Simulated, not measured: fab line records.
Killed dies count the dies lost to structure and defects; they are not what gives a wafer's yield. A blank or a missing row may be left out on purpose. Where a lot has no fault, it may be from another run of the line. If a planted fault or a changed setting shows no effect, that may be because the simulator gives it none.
Struck lot and sound lot, side by side | flow sky130 | 14 steps out of a route of 708
Sound: wafers L599.2, L599.3, L599.5. The struck wafers were L601.1, L601.3, L601.6. The cause comes at the end.
Per side, at each step with rows, come the tool, then ch with its chambers, and then its first start. Under that, the readings that differ: sound wafers | struck wafers | difference of the means | sigmas: that difference in standard deviations of wafers without a fault.
alike: readings whose means differ by less than 2 such deviations, and words and numbers that are the same on both sides. not compared: withheld readings, readings that some wafer has no value for, bounds like >300 that may hide the same value, and numbers for which the record gives no deviation and whose values overlap.
A row with sigmas, a row that says differs or no value, or rows on one side alone: a step with any of these is where the two part. Numbers that have no deviation but don't overlap get no sigmas and don't part them. A reading missing from all wafers of one side parts the sides only when that side holds two or more wafers.

SKY_METAL2_SPUTTER_01: material TiN, target thk 20 nm, time 16.7 s.
  sound on pvd sputter-01 at day 35 16:47; struck on pvd sputter-01 at day 36 10:42
  alike: throttle valve pct
SKY_METAL2_SPUTTER_02: material AlCu, target thk 250 nm, time 13.3 s.
  sound on pvd sputter-01 at day 35 16:49; struck on pvd sputter-01 at day 36 10:43
  alike: throttle valve pct
SKY_METAL2_SPUTTER_03: material Ti, target thk 5 nm, time 3.3 s.
  sound on pvd sputter-01 at day 35 16:50; struck on pvd sputter-01 at day 36 10:45
  alike: throttle valve pct
SKY_METAL2_SPUTTER_04: material TiN, target thk 70 nm, time 58.3 s.
  sound on pvd sputter-01 at day 35 16:51; struck on pvd sputter-01 at day 36 10:46
  alike: throttle valve pct
SKY_METAL2_RS_MEAS_05: uses a four-point probe to measure.
  sound on film metro-04 at day 35 16:55; struck on film metro-03 at day 36 10:49
  alike: METAL2_ALCU_RS
SKY_METAL2_THK_MEAS_06: measures by xrf.
  sound on film metro-04 at day 35 17:02; struck on film metro-03 at day 36 10:56
  alike: METAL2_ALCU_THK
then, 6 steps without rows for these wafers: SKY_METAL2_DEHYDRATE_07 (time 60 s); SKY_METAL2_HMDS_08 (prime time 60 s); SKY_METAL2_COAT_09 (resist thk 60 nm); SKY_METAL2_COAT_10 (resist thk 450 nm); SKY_METAL2_SOFTBAKE_11 (time 90 s); SKY_METAL2_EXPOSE_12 (exposes mask MM2, target cd 140 nm).
SKY_METAL2_PEB_13:
  sound on litho track-03 ch 0, day 36 18:00; struck on litho track-01, day 37 12:00
  reading         | sound          | struck | difference                    | sigmas
  exhaust pa (Pa) | 44.4 45.0 44.0 | - - -  | no value on the struck wafers |
  not compared: chill plate temp C
then, 1 step without rows for these wafers: SKY_METAL2_DEVELOP_14 (develop time 60 s).

## WHERE THEY PART
Only at SKY_METAL2_PEB_13, within this record.

WHY: what had been put in by the simulator
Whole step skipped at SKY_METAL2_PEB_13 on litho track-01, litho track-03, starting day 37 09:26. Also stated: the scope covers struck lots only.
